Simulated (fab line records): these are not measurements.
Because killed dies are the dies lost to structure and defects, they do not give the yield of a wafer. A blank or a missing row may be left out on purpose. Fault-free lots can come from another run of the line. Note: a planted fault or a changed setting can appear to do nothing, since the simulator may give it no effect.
The tool behind it: which one? -- flow sky130 -- 21 wafers from 7 lots sampled at 2 of the route's 708 steps

## WHAT THE GAUGES SHOWED, per wafer
SKY_VT_ADJUST_HVTP_TW_MEAS_11.
lot,measured,on,VT_ADJUST_HVTP_TW
L575,day 6 20:57,film-metro-01,1357 1357 1357
L580,day 7 22:36,film-metro-03,1303 1294 1305
L584,day 9 00:51,film-metro-02,1290 1293 1295
L588,day 10 07:43,film-metro-03,1342 1341 1345
L591,day 10 22:07,film-metro-03,1339 1340 1345
L593,day 11 08:56,film-metro-02,1350 1352 1343
L595,day 12 11:39,film-metro-01,1341 1348 1341

## EACH LOT AND THE TOOL THAT RAN IT (in order: tool; ch and the chambers of the sampled wafers; start)
lot,SKY_VT_ADJUST_HVTP_IMPLANT_09
L575,"implanter-03 ch 0, day 6 20:42"
L580,"implanter-03 ch 0, day 7 22:21"
L584,"implanter-03 ch 0, day 9 00:36"
L588,"implanter-02 ch 0, day 10 07:29"
L591,"implanter-02 ch 0, day 10 21:53"
L593,"implanter-02 ch 0, day 11 08:41"
L595,"implanter-04 ch 0, day 12 11:24"
- SKY_VT_ADJUST_HVTP_IMPLANT_09

## THE ANSWER, worked out from the rows above alone
Rule: the usual values come from the lots themselves. The widest of any qualifying gaps counts: lots, ordered by their means at a reading, are off when they make up no more than a third of the lots, leave a main group of 4 or more, and stand apart from it by 3 or more times the standard deviation of that group's means. A main group is skipped when, at the precision printed for the reading in the tables above, its means are all equal. A lot without any number at a reading at which 4 lots or more have one is off too. Where the step has rows for the other lots, those lots are counted as sound.
Off: L580, L584, at SKY_VT_ADJUST_HVTP_TW_MEAS_11 (VT_ADJUST_HVTP_TW). The main group has a mean of 1347 with a standard deviation of 5.7.
If a tool, at a process step before that reading, ran all the lots that are off and no sound lot after the first of them, it fits. Those tools and the gauges at SKY_VT_ADJUST_HVTP_TW_MEAS_11 are tried in the same way. One candidate fits, namely implanter-03 at SKY_VT_ADJUST_HVTP_IMPLANT_09. Its last sound lot is L575 (day 6 20:42), its first lot that is off L580 (day 7 22:21): a fault that began between those two fits.

## WHAT THE SIMULATOR HAD PUT IN
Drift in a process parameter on implanter-03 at SKY_VT_ADJUST_HVTP_IMPLANT_09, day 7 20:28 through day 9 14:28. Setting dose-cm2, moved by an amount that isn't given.
Shown lots that were struck: L580, L584. The rule given above showed the same thing.
